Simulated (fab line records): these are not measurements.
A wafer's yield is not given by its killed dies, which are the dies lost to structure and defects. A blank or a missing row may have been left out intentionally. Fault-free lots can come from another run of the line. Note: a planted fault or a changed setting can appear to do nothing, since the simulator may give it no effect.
fab line records ; flow sky130
record: lots: 13; wafers: 39; last-day: 50
route steps=708 shown SD_P@331 LI_CONTACT@364 PAD_OPEN@708
lots that met no fault: from a run of the same line without faults
start-h: the number of hours between the record's first day and the start of the first shown wafer of the lot ; wait-h: hours since the lot's step before ; " same as the row above ; L1.1+2: several wafers, shown together as one row ; - either no value or no given start ; * or withheld: withheld ; < > ~ a bound
route shown NAME@n: names a module that has steps shown in the file, with the first one's number in the route ; usual: the fault-free wafers' mean and standard deviation ; same: alike in all rows ; chamber/n: place in a boat ; sites: each site's reading ; _std_site: their standard deviation ; _edge_site: mean of outer sites minus mean of inner sites ; radius-mm: how far each site lies from the wafer's centre ; mask NAME#n: copy n ; behind: the last tool/chamber to shape the wafer ; hold: why the lot was held/for how many hours/how that ended ; device: names the non-switching transistor (n, p or np) ; end of line: the same wafers' tests at the end of the route ; a step given without rows: its recipe and nothing more ; killed: not the wafer's yield, but the dies lost to structure and defects at the first sort ; map: per-die view of a wafer (x killed, . not killed, _ where there is no die)
set.NAME: the setting as run; set.NAME@STEP: as run at that earlier step ; model.NAME: the simulator's own value behind a step, which no gauge read
one table for each step of the route and one row for each wafer, over a sample of lots
services: from which hour (start-h, from the record's first day; less than 0 if before it) a tool's chamber was out of use, for how many hours, and why
== steps ==
step: SKY_SD_P_TW_MEAS_11
usual: SD_P_TW: 2839/16
lot.wafer;tool;chamber;start-h;wait-h;SD_P_TW
L940.2;film-metro-02;-;593.77;0.1;2828
L940.4;film-metro-02;-;593.77;0.1;2826
L940.6;film-metro-02;-;593.77;0.1;2820
L941.1;film-metro-02;-;603.31;0.1;2823
L941.3;film-metro-02;-;603.31;0.1;2806
L941.5;film-metro-02;-;603.31;0.1;2824
L942.1;film-metro-04;-;620.65;0.1;2859
L942.5;film-metro-04;-;620.65;0.1;2851
L942.6;film-metro-04;-;620.65;0.1;2873
L943.1;film-metro-03;-;622.56;0.1;2808
L943.2;film-metro-03;-;622.56;0.1;2829
L943.6;film-metro-03;-;622.56;0.1;2851
L944.2;film-metro-04;-;628.01;0.1;2836
L944.3;film-metro-04;-;628.01;0.1;2845
L944.5;film-metro-04;-;628.01;0.1;2856
L945.3;film-metro-02;-;643.78;0.1;2834
L945.4;film-metro-02;-;643.78;0.1;2860
L945.5;film-metro-02;-;643.78;0.1;2852
L950.1;film-metro-04;-;682.96;0.1;2852
L950.3;film-metro-04;-;682.96;0.1;2851
L950.4;film-metro-04;-;682.96;0.1;2860
L952.3;film-metro-04;-;694.73;0.1;2847
L952.5;film-metro-04;-;694.73;0.1;2839
L952.6;film-metro-04;-;694.73;0.1;2852
L955.1;film-metro-03;-;712.36;0.1;2839
L955.3;film-metro-03;-;712.36;0.1;2847
L955.5;film-metro-03;-;712.36;0.1;2844
L956.2;film-metro-04;-;722.11;0.1;2844
L956.3;film-metro-04;-;722.11;0.1;2854
L956.4;film-metro-04;-;722.11;0.1;2859
L957.1;film-metro-03;-;732.95;0.1;2833
L957.5;film-metro-03;-;732.95;0.1;2850
L957.6;film-metro-03;-;732.95;0.1;2821
L961.2;film-metro-02;-;763.92;0.1;2844
L961.4;film-metro-02;-;763.92;0.1;2854
L961.5;film-metro-02;-;763.92;0.1;2855
L963.1;film-metro-04;-;773.06;0.1;2816
L963.4;film-metro-04;-;773.06;0.1;2820
L963.6;film-metro-04;-;773.06;0.1;2827
step: SKY_LI_CONTACT_CMP_02
recipe: material: PSG; down-force-psi: 4; platen-rpm: 60; pad-velocity-m-s: 0.94248
usual: edge-zone-pressure-frac: 1.000/0.0056; head-pressure-psi: 4.000/0.0085; motor-current-A: 12.7/1.1; time-to-endpoint-s: 31/3.4
lot.wafer;tool;chamber;start-h;wait-h;edge-zone-pressure-frac;head-pressure-psi;motor-current-A;time-to-endpoint-s
L940.4;cmp-02;3;652.56;0.0;0.998;3.983;10.6;33
L940.2;cmp-02;1;652.56;0.0;1.000;3.996;12.5;35
L940.6;cmp-02;0;652.56;0.0;1.003;4.001;14.6;42
L941.1;cmp-01;2;662.63;0.1;0.998;4.010;13.3;31
L941.3;cmp-01;0;662.63;0.1;1.004;3.990;11.8;30
L941.5;cmp-01;2;662.63;0.1;0.995;4.006;12.7;31
L942.1;cmp-01;0;679.34;0.2;0.996;3.998;12.4;33
L942.6;cmp-01;1;679.34;0.2;0.999;4.004;12.6;30
L942.5;cmp-01;2;679.34;0.2;0.997;3.990;12.9;35
L943.2;cmp-01;0;681.52;0.0;1.000;4.008;12.6;32
L943.1;cmp-01;2;681.52;0.0;1.021;3.987;13.4;36
L943.6;cmp-01;1;681.52;0.0;1.009;3.992;13.5;29
L944.2;cmp-02;2;685.22;0.0;-;-;-;-
L944.3;cmp-02;3;685.22;0.0;-;-;-;-
L944.5;cmp-02;2;685.22;0.0;-;-;-;-
L945.3;cmp-01;3;701.05;0.0;-;-;-;-
L945.4;cmp-01;2;701.05;0.0;-;-;-;-
L945.5;cmp-01;0;701.05;0.0;-;-;-;-
L950.4;cmp-01;0;740.03;0.0;0.999;3.997;12.5;30
L950.1;cmp-01;2;740.03;0.0;0.993;4.005;12.8;35
L950.3;cmp-01;3;740.03;0.0;0.995;4.011;13.0;31
L952.3;cmp-02;2;751.52;0.3;1.001;4.006;12.3;27
L952.6;cmp-02;3;751.52;0.3;0.995;3.997;10.8;26
L952.5;cmp-02;0;751.52;0.3;1.000;4.002;14.4;37
L955.1;cmp-02;2;769.03;0.1;1.001;4.003;12.4;25
L955.3;cmp-02;0;769.03;0.1;0.997;3.991;14.7;31
L955.5;cmp-02;2;769.03;0.1;1.004;3.994;13.0;26
L956.4;cmp-01;0;779.23;0.0;0.996;4.012;11.9;34
L956.2;cmp-01;1;779.23;0.0;0.999;4.005;12.9;32
L956.3;cmp-01;2;779.23;0.0;0.993;3.997;12.8;37
L957.1;cmp-02;1;788.18;0.1;0.999;3.994;12.4;30
L957.5;cmp-02;1;788.18;0.1;0.998;3.991;12.6;29
L957.6;cmp-02;2;788.18;0.1;0.996;3.996;11.8;29
L961.4;cmp-02;0;819.23;0.1;0.993;4.012;14.2;39
L961.2;cmp-02;1;819.23;0.1;0.989;4.009;12.8;30
L961.5;cmp-02;3;819.23;0.1;0.993;4.000;10.5;28
L963.1;cmp-02;2;827.97;0.1;1.006;3.997;12.3;31
L963.4;cmp-02;1;827.97;0.1;1.001;4.007;12.9;34
L963.6;cmp-02;2;827.97;0.1;1.001;3.991;13.2;27
step: SKY_LI_CONTACT_ETCH_15
recipe: target: PSG; chemistry: C4F8/O2/Ar; stop-on: Si; taper-deg: 4.15; mask-material: KrF-thick; source-w: 1500; bias-w: 1200; pressure-mtorr: 40; c4f8-flow-sccm: withheld; O2_flow_sccm: 6; Ar_flow_sccm: 300; time-s: withheld; target-depth-a: 6000
usual: oes-product-au: 0.836/0.0048
lot.wafer;tool;chamber;start-h;wait-h;oes-product-au
L940.2;rie-diel-04;1;681.84;0.0;0.834
L940.4;rie-diel-04;2;681.84;0.0;0.838
L940.6;rie-diel-04;1;681.84;0.0;0.838
L941.1;rie-diel-03;1;690.59;0.0;0.837
L941.3;rie-diel-03;0;690.59;0.0;0.838
L941.5;rie-diel-03;2;690.59;0.0;0.838
L942.1;rie-diel-04;2;708.44;0.0;0.840
L942.5;rie-diel-04;0;708.44;0.0;0.838
L942.6;rie-diel-04;1;708.44;0.0;0.844
L943.1;rie-diel-02;3;710.34;0.0;0.828
L943.2;rie-diel-02;2;710.34;0.0;0.828
L943.6;rie-diel-02;0;710.34;0.0;0.831
L944.2;rie-diel-03;3;714.04;0.0;1.580
L944.3;rie-diel-03;0;714.04;0.0;1.640
L944.5;rie-diel-03;1;714.04;0.0;1.641
L945.3;rie-diel-02;2;729.15;0.0;1.628
L945.4;rie-diel-02;0;729.15;0.0;1.623
L945.5;rie-diel-02;0;729.15;0.0;1.638
L950.1;rie-diel-04;3;768.30;0.0;0.833
L950.3;rie-diel-04;2;768.30;0.0;0.834
L950.4;rie-diel-04;0;768.30;0.0;0.830
L952.3;rie-diel-02;1;779.24;0.0;0.835
L952.5;rie-diel-02;3;779.24;0.0;0.843
L952.6;rie-diel-02;0;779.24;0.0;0.834
L955.1;rie-diel-03;3;796.60;0.0;0.835
L955.3;rie-diel-03;1;796.60;0.0;0.832
L955.5;rie-diel-03;1;796.60;0.0;0.836
L956.2;rie-diel-04;3;806.24;0.0;0.838
L956.3;rie-diel-04;0;806.24;0.0;0.831
L956.4;rie-diel-04;2;806.24;0.0;0.832
L957.1;rie-diel-03;3;815.93;0.0;0.834
L957.5;rie-diel-03;0;815.93;0.0;0.838
L957.6;rie-diel-03;3;815.93;0.0;0.830
L961.2;rie-diel-04;1;846.59;0.0;0.838
L961.4;rie-diel-04;2;846.59;0.0;0.836
L961.5;rie-diel-04;1;846.59;0.0;0.846
L963.1;rie-diel-02;3;854.79;0.0;0.839
L963.4;rie-diel-02;2;854.79;0.0;0.848
L963.6;rie-diel-02;2;854.79;0.0;0.840
step: SKY_LI_CONTACT_SPUTTER_20
recipe: material: TiN; target-thk-nm: 20; chamber-pressure-pa: 5; power-w: 4000; time-s: 80
usual: throttle-valve-pct: 29.8/1.3
lot.wafer;tool;chamber;start-h;wait-h;throttle-valve-pct
L940.2;pvd-sputter-03;-;682.47;0.0;27.9
L940.4;pvd-sputter-03;-;682.47;0.0;29.1
L940.6;pvd-sputter-03;-;682.47;0.0;29.7
L941.1;pvd-sputter-03;-;691.05;0.0;29.5
L941.3;pvd-sputter-03;-;691.05;0.0;30.1
L941.5;pvd-sputter-03;-;691.05;0.0;29.1
L942.1;pvd-sputter-03;-;708.90;0.0;28.1
L942.5;pvd-sputter-03;-;708.90;0.0;27.8
L942.6;pvd-sputter-03;-;708.90;0.0;29.0
L943.1;pvd-sputter-01;-;710.80;0.0;29.1
L943.2;pvd-sputter-01;-;710.80;0.0;31.8
L943.6;pvd-sputter-01;-;710.80;0.0;29.2
L944.2;pvd-sputter-03;-;714.50;0.0;27.6
L944.3;pvd-sputter-03;-;714.50;0.0;29.7
L944.5;pvd-sputter-03;-;714.50;0.0;28.5
L945.3;pvd-sputter-03;-;729.63;0.0;27.8
L945.4;pvd-sputter-03;-;729.63;0.0;29.5
L945.5;pvd-sputter-03;-;729.63;0.0;29.1
L950.1;pvd-sputter-02;-;768.76;0.0;30.9
L950.3;pvd-sputter-02;-;768.76;0.0;29.2
L950.4;pvd-sputter-02;-;768.76;0.0;29.8
L952.3;pvd-sputter-02;-;779.71;0.0;29.2
L952.5;pvd-sputter-02;-;779.71;0.0;29.8
L952.6;pvd-sputter-02;-;779.71;0.0;29.4
L955.1;pvd-sputter-01;-;797.10;0.0;29.0
L955.3;pvd-sputter-01;-;797.10;0.0;31.9
L955.5;pvd-sputter-01;-;797.10;0.0;31.8
L956.2;pvd-sputter-02;-;806.71;0.0;29.6
L956.3;pvd-sputter-02;-;806.71;0.0;30.4
L956.4;pvd-sputter-02;-;806.71;0.0;29.0
L957.1;pvd-sputter-02;-;816.42;0.0;29.3
L957.5;pvd-sputter-02;-;816.42;0.0;28.9
L957.6;pvd-sputter-02;-;816.42;0.0;30.8
L961.2;pvd-sputter-02;-;847.05;0.0;29.3
L961.4;pvd-sputter-02;-;847.05;0.0;31.0
L961.5;pvd-sputter-02;-;847.05;0.0;29.1
L963.1;pvd-sputter-03;-;855.25;0.0;29.0
L963.4;pvd-sputter-03;-;855.25;0.0;30.1
L963.6;pvd-sputter-03;-;855.25;0.0;29.3
step: SKY_PAD_OPEN_PROBE_99
usual: killed_at_M0_to_M3: 45/6.9; killed_at_M4_up: 3.1/1.7; killed-at-contacts: 24/5.7; killed-at-front-end: 15/4.6; killed-at-other: 0.3/0.57; killed-dies: 87/10; killed-on-rim: 17/3.9; killed-open: 48/7.4; killed-short: 39/6.7
same: gross-dies: 492; killed-at-back-side: 0
lot.wafer;tool;chamber;start-h;wait-h;killed_at_M0_to_M3;killed_at_M4_up;killed-at-contacts;killed-at-front-end;killed-at-other;killed-dies;killed-on-rim;killed-open;killed-short
L944.2;prober-02;-;1109.01;0.1;44;1;434;12;1;492;96;32;46
L944.3;prober-02;-;1109.06;0.2;50;5;419;18;0;492;96;52;48
L944.5;prober-02;-;1109.16;0.2;40;2;433;17;0;492;96;39;43
L945.3;prober-01;-;1115.46;0.2;54;8;411;19;0;492;96;49;57
L945.4;prober-01;-;1115.51;0.2;51;1;424;16;0;492;96;53;43
L945.5;prober-01;-;1115.56;0.2;59;2;413;18;0;492;96;58;45
killed by level:class
L944.2 LI_CONTACT:area-cmp=414 METAL2:geometric-particle:short=8 CONTACT:geometric-particle:open=7 METAL1:geometric-particle:short=7 VIA3:geometric-particle:short=7 VIA2:geometric-particle:open=6 LOCAL_INTERCONNECT:geometric-particle:short=4 VIA1:geometric-particle:open=4
L944.3 LI_CONTACT:area-cmp=392 CONTACT:geometric-particle:open=13 VIA2:geometric-particle:open=9 VIA1:geometric-particle:open=7 VIA2:geometric-particle:short=6 METAL1:geometric-particle:short=6 VIA3:geometric-particle:open=6 LOCAL_INTERCONNECT:geometric-particle:short=5
L944.5 LI_CONTACT:area-cmp=410 CONTACT:geometric-particle:open=9 VIA3:geometric-particle:open=7 POLY_GATE:geometric-particle:short=6 VIA1:geometric-particle:open=6 VIA2:geometric-particle:open=6 METAL2:geometric-particle:short=6 FIELD_ISO:geometric-particle:short=5
L945.3 LI_CONTACT:area-cmp=386 METAL1:geometric-particle:short=10 VIA1:geometric-particle:open=10 CONTACT:geometric-particle:open=9 VIA3:geometric-particle:open=8 FIELD_ISO:geometric-particle:short=7 VIA2:geometric-particle:open=7 METAL4:geometric-particle:short=6
L945.4 LI_CONTACT:area-cmp=396 VIA1:geometric-particle:open=19 VIA1:geometric-particle:short=9 CONTACT:geometric-particle:short=7 LI_CONTACT:geometric-particle:open=7 POLY_GATE:geometric-particle:short=6 POLY_GATE:geometric-particle:open=6 CONTACT:geometric-particle:open=6
L945.5 LI_CONTACT:area-cmp=389 CONTACT:geometric-particle:open=13 VIA1:geometric-particle:open=12 METAL2:geometric-particle:short=9 METAL1:geometric-particle:short=9 VIA1:geometric-particle:short=7 VIA3:geometric-particle:open=7 POLY_GATE:geometric-particle:open=6
== services ==
tool;chamber;start-h;hours;kind
cmp-02;-;641.09;5.5;pm
rie-diel-02;-;664.99;1.1;repair
rie-diel-03;-;674.30;2.8;pm
pvd-sputter-02;-;685.83;1.3;repair
rie-diel-04;-;686.93;0.1;repair
rie-diel-02;-;697.98;0.8;repair
rie-diel-04;-;724.67;2.8;pm
rie-diel-03;-;733.81;1.4;repair
cmp-02;-;735.17;1.9;repair
cmp-01;-;736.00;1.0;repair
pvd-sputter-03;-;740.80;35.9;repair
cmp-01;-;744.33;4.0;pm
cmp-01;-;748.33;7.8;pm
rie-diel-03;3;754.68;15.1;repair
rie-diel-03;2;809.57;9.7;repair
rie-diel-03;1;812.28;15.3;repair
pvd-sputter-02;-;819.48;4.2;repair
rie-diel-02;2;830.67;4.1;repair
rie-diel-03;-;834.61;1.2;repair
cmp-01;-;837.09;6.3;pm
cmp-02;-;839.33;0.5;repair
rie-diel-02;1;845.75;3.2;repair
cmp-01;-;846.65;2.5;repair
cmp-01;-;851.60;1.3;repair
== key ==
first-sign: step: SKY_LI_CONTACT_CMP_02; reading: tool-record; direction: missing
effect: step: SKY_LI_CONTACT_ETCH_15; reading: oes-product-au; direction: up; sigmas: 99+; usual: 0.836; struck: 1.625
effect: step: SKY_PAD_OPEN_PROBE_99; reading: killed-at-contacts; direction: up; sigmas: 69; usual: 24; struck: 422
more-kills-born-at: SKY_LI_CONTACT_CMP_02@cmp-02: 1210; SKY_LI_CONTACT_CMP_02@cmp-01: 1167
met-at SKY_LI_CONTACT_CMP_02
struck-lots L944,L945
later-rows-left-out L944.2,L944.3,L944.5,L945.3,L945.4,L945.5
tester-left-out L944,L945
not-acting-at SKY_SD_P_TW_MEAS_11,SKY_LI_CONTACT_SPUTTER_20
onset-between 681.52 685.22
fault: kind: skipped-step-whole; tool: cmp-01,cmp-02; chamber: -; onset-h: 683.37; steps: SKY_LI_CONTACT_CMP_02; scope: struck-lots-only
tester-left-out: of these lots the tester's yield and bins aren't shown, on N5 and GAA mostly nor the transistor test; their killed dies are dies lost to structure and defects alone, not to doping, threshold or leakage, so they don't give the yield
later-rows-left-out: the simulator's readings of these wafers behind a module that went badly wrong aren't trusted and aren't shown, but for the sort
